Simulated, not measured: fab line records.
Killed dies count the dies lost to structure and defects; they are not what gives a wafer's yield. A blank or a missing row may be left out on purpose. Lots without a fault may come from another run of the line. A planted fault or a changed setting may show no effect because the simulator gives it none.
Chamber matching || flow sfqLine || SFQ_TRILAYER_I4_CMP_CMP_100 on cmp-01 has 4 sister chambers
The step polishes SiO2. 16 wafers are shown with their chamber, then 8 later ones without.

== WAFERS PAIRED WITH THEIR CHAMBERS ==
{"wafer": "L544.3", "chamber": 3, "timeToEndpointS (s)": 205, "headPressurePsi (psi)": 2.993, "motorCurrentA (A)": 9.3}
{"wafer": "L544.2", "chamber": 1, "timeToEndpointS (s)": 207, "headPressurePsi (psi)": 3.001, "motorCurrentA (A)": 9.3}
{"wafer": "L544.5", "chamber": 3, "timeToEndpointS (s)": 218, "headPressurePsi (psi)": 2.997, "motorCurrentA (A)": 9.2}
{"wafer": "L545.2", "chamber": 0, "timeToEndpointS (s)": 215, "headPressurePsi (psi)": 2.994, "motorCurrentA (A)": 9.6}
{"wafer": "L545.4", "chamber": 3, "timeToEndpointS (s)": 222, "headPressurePsi (psi)": 2.998, "motorCurrentA (A)": 9.2}
{"wafer": "L545.6", "chamber": 0, "timeToEndpointS (s)": 220, "headPressurePsi (psi)": 2.992, "motorCurrentA (A)": 9.0}
{"wafer": "L546.1", "chamber": 3, "timeToEndpointS (s)": 213, "headPressurePsi (psi)": 3.008, "motorCurrentA (A)": 9.5}
{"wafer": "L546.3", "chamber": 2, "timeToEndpointS (s)": 232, "headPressurePsi (psi)": 2.997, "motorCurrentA (A)": 9.7}
{"wafer": "L546.6", "chamber": 0, "timeToEndpointS (s)": 233, "headPressurePsi (psi)": 3.004, "motorCurrentA (A)": 9.7}
{"wafer": "L549.3", "chamber": 3, "timeToEndpointS (s)": 208, "headPressurePsi (psi)": 3.011, "motorCurrentA (A)": 9.6}
{"wafer": "L549.1", "chamber": 2, "timeToEndpointS (s)": 217, "headPressurePsi (psi)": 2.996, "motorCurrentA (A)": 10.1}
{"wafer": "L549.2", "chamber": 1, "timeToEndpointS (s)": 213, "headPressurePsi (psi)": 3.011, "motorCurrentA (A)": 9.3}
{"wafer": "L563.2", "chamber": 2, "timeToEndpointS (s)": 216, "headPressurePsi (psi)": 2.998, "motorCurrentA (A)": 9.9}
{"wafer": "L563.1", "chamber": 1, "timeToEndpointS (s)": 203, "headPressurePsi (psi)": 3.004, "motorCurrentA (A)": 9.7}
{"wafer": "L563.5", "chamber": 2, "timeToEndpointS (s)": 230, "headPressurePsi (psi)": 3.000, "motorCurrentA (A)": 9.5}
{"wafer": "L565.1", "chamber": 2, "timeToEndpointS (s)": 216, "headPressurePsi (psi)": 3.000, "motorCurrentA (A)": 9.6}

SIGNATURES (means of the wafers above)
{"reading": "timeToEndpointS", "chamber 0": 222.67, "chamber 1": 207.67, "chamber 2": 222.20, "chamber 3": 213.20, "scatter within a chamber": 7.52}
{"reading": "headPressurePsi", "chamber 0": 2.99667, "chamber 1": 3.00533, "chamber 2": 2.99820, "chamber 3": 3.00140, "scatter within a chamber": 0.00567}
{"reading": "motorCurrentA", "chamber 0": 9.433, "chamber 1": 9.433, "chamber 2": 9.760, "chamber 3": 9.360, "scatter within a chamber": 0.251}
Rule: for a wafer and a chamber, the distance is found by dividing, reading by reading, the gap between the wafer's reading and the chamber's mean by the reading's scatter, squaring, summing and taking the root. The wafer belongs to the nearest chamber; if the next one is less than 2 further off, it can't be placed. The scatter: the root of (the sum of the squares of (reading less its chamber's mean) over the shown wafers, divided by (wafers less chambers)).

== WAFERS WITHOUT THEIR CHAMBER ==
{"wafer": "L565.4", "timeToEndpointS (s)": 202, "headPressurePsi (psi)": 3.003, "motorCurrentA (A)": 9.6}
{"wafer": "L565.5", "timeToEndpointS (s)": 213, "headPressurePsi (psi)": 2.995, "motorCurrentA (A)": 9.2}
{"wafer": "L566.4", "timeToEndpointS (s)": 231, "headPressurePsi (psi)": 2.996, "motorCurrentA (A)": 9.4}
{"wafer": "L566.5", "timeToEndpointS (s)": 214, "headPressurePsi (psi)": 3.003, "motorCurrentA (A)": 10.2}
{"wafer": "L566.6", "timeToEndpointS (s)": 216, "headPressurePsi (psi)": 3.000, "motorCurrentA (A)": 9.4}
{"wafer": "L567.2", "timeToEndpointS (s)": 213, "headPressurePsi (psi)": 3.003, "motorCurrentA (A)": 9.6}
{"wafer": "L567.5", "timeToEndpointS (s)": 224, "headPressurePsi (psi)": 2.989, "motorCurrentA (A)": 9.3}
{"wafer": "L567.6", "timeToEndpointS (s)": 218, "headPressurePsi (psi)": 2.996, "motorCurrentA (A)": 9.4}

== WHICH CHAMBER EACH ONE RAN IN ==
{"wafer": "L565.4", "from the rows above": "can't be placed: 1 or 3 or 2 or 0", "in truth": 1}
{"wafer": "L565.5", "from the rows above": "can't be placed: 3 or 0 or 1 or 2", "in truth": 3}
{"wafer": "L566.4", "from the rows above": "can't be placed: 0 or 2 or 3", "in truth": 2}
{"wafer": "L566.5", "from the rows above": "can't be placed: 2 or 1 or 3 or 0", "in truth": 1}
{"wafer": "L566.6", "from the rows above": "can't be placed: 3 or 0 or 1 or 2", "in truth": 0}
{"wafer": "L567.2", "from the rows above": "can't be placed: 3 or 1 or 2 or 0", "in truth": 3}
{"wafer": "L567.5", "from the rows above": "can't be placed: 0 or 2 or 3", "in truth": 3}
{"wafer": "L567.6", "from the rows above": "can't be placed: 0 or 3 or 2 or 1", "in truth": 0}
Placed correctly: 0 of 8. Cannot be placed on the basis of these rows: 8; the candidates contain the true chamber in 8. Number placed wrongly: 0.
